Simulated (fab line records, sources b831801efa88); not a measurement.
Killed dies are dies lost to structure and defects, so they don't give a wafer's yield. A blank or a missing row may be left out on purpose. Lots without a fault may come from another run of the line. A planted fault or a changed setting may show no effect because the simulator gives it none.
Which tool did it? | flow sfq_line | 7 lots, 21 wafers sampled, at 2 steps of a route of 325

WHAT THE GAUGES READ, wafer by wafer
SFQ_L0V_OVL_MEAS_903.
lot  | measured     | on         | L0V_OVL (nm)
L211 | day 9 21:27  | overlay-02 | -2 -9 -6
L213 | day 10 14:22 | overlay-01 | -7 0 -9
L215 | day 11 13:11 | overlay-01 | 6 8 6
L218 | day 12 08:33 | overlay-01 | -3 -5 -8
L220 | day 12 20:32 | overlay-01 | -15 -4 -11
L224 | day 14 06:35 | overlay-02 | 1 1 -4
L231 | day 15 23:58 | overlay-01 | -3 -1 -4

WHICH TOOL RAN EACH LOT (tool, then ch and the chambers of the sampled wafers, then the start)
lot  | SFQ_TRILAYER_L0_BARC_OPEN_METAL_ETCH_010
L211 | rie_metal-04 ch 0,1, day 5 06:31
L213 | rie_metal-01 ch 0,1, day 5 20:55
L215 | rie_metal-04 ch 0,1, day 7 05:44
L218 | rie_metal-01 ch 0,1, day 7 20:16
L220 | rie_metal-03 ch 0, day 8 07:02
L224 | rie_metal-04 ch 0,1, day 9 09:28
L231 | rie_metal-03 ch 1, day 10 21:34
- SFQ_TRILAYER_L0_BARC_OPEN_METAL_ETCH_010: etches BARC in O2, target depth 125 nm, time 41.7 s.

THE ANSWER, worked out from the rows above alone
Rule: what is usual is taken from the lots themselves. Put in order of their means at a reading, lots are off if they are a third of the lots or fewer, leave a main group of 4 or more, and stand apart from it by a gap of 3 or more times the standard deviation of the main group's means; of several such gaps the widest counts. A main group whose means are all the same, to the digits that the tables above print for the reading, isn't used. A lot without any number at a reading at which 4 lots or more have one is off too. The other lots that the step has rows for count as sound.
No lot is off at any reading shown: from this, nothing can be told.

WHAT THE SIMULATOR HAD PUT IN
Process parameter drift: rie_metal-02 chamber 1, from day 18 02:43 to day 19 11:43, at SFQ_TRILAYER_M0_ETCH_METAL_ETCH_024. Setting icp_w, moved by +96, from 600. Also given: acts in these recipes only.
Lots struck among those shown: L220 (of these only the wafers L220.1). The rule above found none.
